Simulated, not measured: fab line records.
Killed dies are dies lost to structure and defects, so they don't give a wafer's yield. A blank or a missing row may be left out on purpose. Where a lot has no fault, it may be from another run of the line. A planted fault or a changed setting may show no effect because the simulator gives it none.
A lot that was struck, set against a sound lot ; flow gf180mcu ; 14 steps out of a route of 602
Sound: these wafers, L704.1, L704.2, L704.6. Struck: wafers L707.1, L707.2, L707.4. The cause is named last.
Per side, at each step with rows, come the tool, then ch with its chambers, and then its first start. Under that, the readings that differ: sound wafers ; struck wafers ; difference of the means ; sigmas: that difference in standard deviations of wafers without a fault.
alike: words and numbers the same on both sides, and readings whose means are apart by under 2 such deviations; not compared: readings that were withheld, readings missing a value for some wafer, numbers with overlapping values and no deviation given by the record, and bounds like >300 which may hide the same value.
A row with sigmas, a row that says differs or no value, or rows on one side alone: a step with any of these is where the two part. Numbers that don't overlap but have no deviation are shown without sigmas and don't part them. A reading that every wafer of one side lacks parts them only if that side has two wafers or more.

GF_M4_SPUTTER_01: material TiN, target thk 30 nm, time 25 s.
  sound: pvdSputter-03 at day 24 08:17; struck: pvdSputter-03 at day 25 06:25
  alike: chamberPressurePa, throttleValvePct
GF_M4_SPUTTER_02: material AlCu, target thk 450 nm, time 23.9 s.
  sound: pvdSputter-03 at day 24 08:19; struck: pvdSputter-03 at day 25 06:27
  alike: chamberPressurePa, throttleValvePct
GF_M4_SPUTTER_03: material Ti, target thk 10 nm, time 6.7 s.
  sound: pvdSputter-03 at day 24 08:20; struck: pvdSputter-03 at day 25 06:29
  alike: chamberPressurePa, throttleValvePct
GF_M4_SPUTTER_04: material TiN, target thk 50 nm, time 41.7 s.
  sound: pvdSputter-03 at day 24 08:22; struck: pvdSputter-03 at day 25 06:30
reading;sound;struck;difference;sigmas
chamberPressurePa (Pa);0.3822 0.3827 0.3827;0.3806 0.3814 0.3803;-0.0018;-2
  alike: throttleValvePct
GF_M4_RS_MEAS_05: the measuring method here is four-point-probe.
  sound: filmMetro-02 at day 24 08:24; struck: filmMetro-02 at day 25 06:32
  alike: M4_ALCU_RS
GF_M4_THK_MEAS_06: measures by xrf.
  sound: filmMetro-02 at day 24 08:31; struck: filmMetro-02 at day 25 06:40
  alike: M4_ALCU_THK
then, 6 steps without rows for these wafers: GF_M4_DEHYDRATE_07 (time 60 s); GF_M4_HMDS_08 (prime time 60 s); GF_M4_COAT_09 (resist thk 1000 nm); GF_M4_SOFTBAKE_10 (time 60 s); GF_M4_EXPOSE_11 (exposes mask Metal4, target cd 280 nm); GF_M4_PEB_12 (peb time 90 s).
GF_M4_DEVELOP_13: develop time 60 s.
  sound on lithoTrack-02 ch 0, day 25 05:24; struck on lithoTrack-02, day 26 03:39
  no value came back on the struck wafers for chillPlateTempC (C), developTimeS (s); on the sound wafers chillPlateTempC (C) reads 23.07 22.89 23.08
reading;sound;struck;difference;sigmas
model.KrF_of_M4_COAT_09.thkNm (nm);985.4 988 987;1003 1003 1003;+16;
GF_M4_CD_MEAS_14: the cd target is 280 nm.
  sound: cdSem-01 at day 25 05:33; struck: cdSem-01 at day 26 03:48
reading;sound;struck;difference;sigmas
cdNm (nm);279.6 280.5 281.3;- - -;no value on the struck wafers;

WHERE THEY PART
Earliest at GF_M4_SPUTTER_04; latest, in this record, at GF_M4_CD_MEAS_14.

WHY: what the simulator had put in
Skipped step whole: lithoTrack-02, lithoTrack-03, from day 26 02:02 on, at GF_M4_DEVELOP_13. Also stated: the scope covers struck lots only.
